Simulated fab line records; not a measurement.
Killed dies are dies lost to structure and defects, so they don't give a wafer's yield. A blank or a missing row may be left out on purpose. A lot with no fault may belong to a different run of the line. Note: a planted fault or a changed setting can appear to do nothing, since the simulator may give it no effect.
Matching of chambers | flow gf180mcu | GF_V2_CMP_04 on cmp-01 has 4 sister chambers
The step polishes SiO2. 4 wafers are shown with their chamber, then 9 later ones without.

== WAFERS, EACH WITH ITS CHAMBER ==
wafer  | chamber | motorCurrentA (A)
L526.1 | 2       | 11.3
L529.2 | 1       | 11.5
L530.2 | 3       | 10.7
L530.5 | 0       | 11.7

== WAFERS WHOSE CHAMBER IS MISSING ==
wafer  | motorCurrentA (A)
L531.1 | 12.1
L531.2 | 11.0
L531.6 | 11.8
L532.1 | 11.0
L532.3 | 12.5
L532.6 | 12.2
L545.1 | 11.3
L545.2 | 11.2
L545.6 | 12.3

== EACH ONE'S CHAMBER ==
wafer  | from the rows above               | in truth
L531.1 | can't be placed: 0 or 1 or 2      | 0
L531.2 | can't be placed: 2 or 3 or 1 or 0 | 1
L531.6 | can't be placed: 0 or 1 or 2      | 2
L532.1 | can't be placed: 2 or 3 or 1 or 0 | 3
L532.3 | can't be placed: 0 or 1 or 2      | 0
L532.6 | can't be placed: 0 or 1 or 2      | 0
L545.1 | can't be placed: 2 or 1 or 0 or 3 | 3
L545.2 | can't be placed: 2 or 1 or 0 or 3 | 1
L545.6 | can't be placed: 0 or 1 or 2      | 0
Correctly placed: 0 of 9. Cannot be placed on the basis of these rows: 9; the candidates contain the true chamber in 9. Wrongly placed: 0.
How it was worked out, from the rows above alone: a wafer's distance from a chamber is the root of the sum, over the readings, of the square of ((its reading less the chamber's mean) divided by the reading's scatter). If the next closest chamber is less than 2 further off than the closest, the wafer can't be placed; otherwise it belongs to the closest. A chamber's mean is the mean of its shown wafers. The scatter: root of mean squared gap, hidden wafer to nearest shown wafer, with one shown wafer a chamber.
